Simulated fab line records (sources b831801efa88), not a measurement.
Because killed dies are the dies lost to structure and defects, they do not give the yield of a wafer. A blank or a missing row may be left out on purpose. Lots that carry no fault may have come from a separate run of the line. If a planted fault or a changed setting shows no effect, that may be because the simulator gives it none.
What tool caused it? / flow sky130 / route of 708 steps, sampled at 1 step: 12 lots, 36 wafers

WHAT THE GAUGES SHOWED, per wafer
SKY_SONOS_TUNNEL_CD_MEAS_07 targets a cd of 410 nm.
lot=L075; measured=day 11 15:05; on=cd_sem-01; cd_nm (nm)=411.5 409.5 410.9
lot=L077; measured=day 12 07:21; on=cd_sem-02; cd_nm (nm)=405.6 406.3 406.5
lot=L079; measured=day 13 01:15; on=cd_sem-01; cd_nm (nm)=406.2 407.2 408.5
lot=L081; measured=day 13 11:46; on=cd_sem-01; cd_nm (nm)=408.5 408.4 410.9
lot=L083; measured=day 14 05:13; on=cd_sem-02; cd_nm (nm)=406.8 405.7 408.6
lot=L085; measured=day 14 13:58; on=cd_sem-01; cd_nm (nm)=408.3 409.2 408.3
lot=L087; measured=day 15 10:27; on=cd_sem-02; cd_nm (nm)=411.2 415.2 414.6
lot=L089; measured=day 16 03:44; on=cd_sem-02; cd_nm (nm)=406.5 407.3 408.3
lot=L091; measured=day 17 10:03; on=cd_sem-01; cd_nm (nm)=413.6 413.6 410.2
lot=L093; measured=day 17 10:57; on=cd_sem-01; cd_nm (nm)=409.8 412.8 411.3
lot=L095; measured=day 18 06:16; on=cd_sem-01; cd_nm (nm)=408.9 407.4 407.1
lot=L097; measured=day 18 22:49; on=cd_sem-01; cd_nm (nm)=412.8 413.2 410.6

WHAT TOOL EACH LOT RAN ON (gives the tool, then ch and the chambers of the sampled wafers, and finally the start)
The record holds no process step before these readings.

THE ANSWER, worked out from the rows above alone
Rule: usual is defined by the lots themselves. Put in order of their means at a reading, lots are off if they are a third of the lots or fewer, leave a main group of 4 or more, and stand apart from it by a gap of 3 or more times the standard deviation of the main group's means; of several such gaps the widest counts. If all means in a main group match to the digits the tables above print for the reading, that group is not used. Also off: a lot with no number at a reading for which 4 or more lots have one. Any other lot the step has rows for is counted as sound.
No lot is off on any of the readings shown, so nothing can be concluded from this.

WHAT THE SIMULATOR HAD PUT IN
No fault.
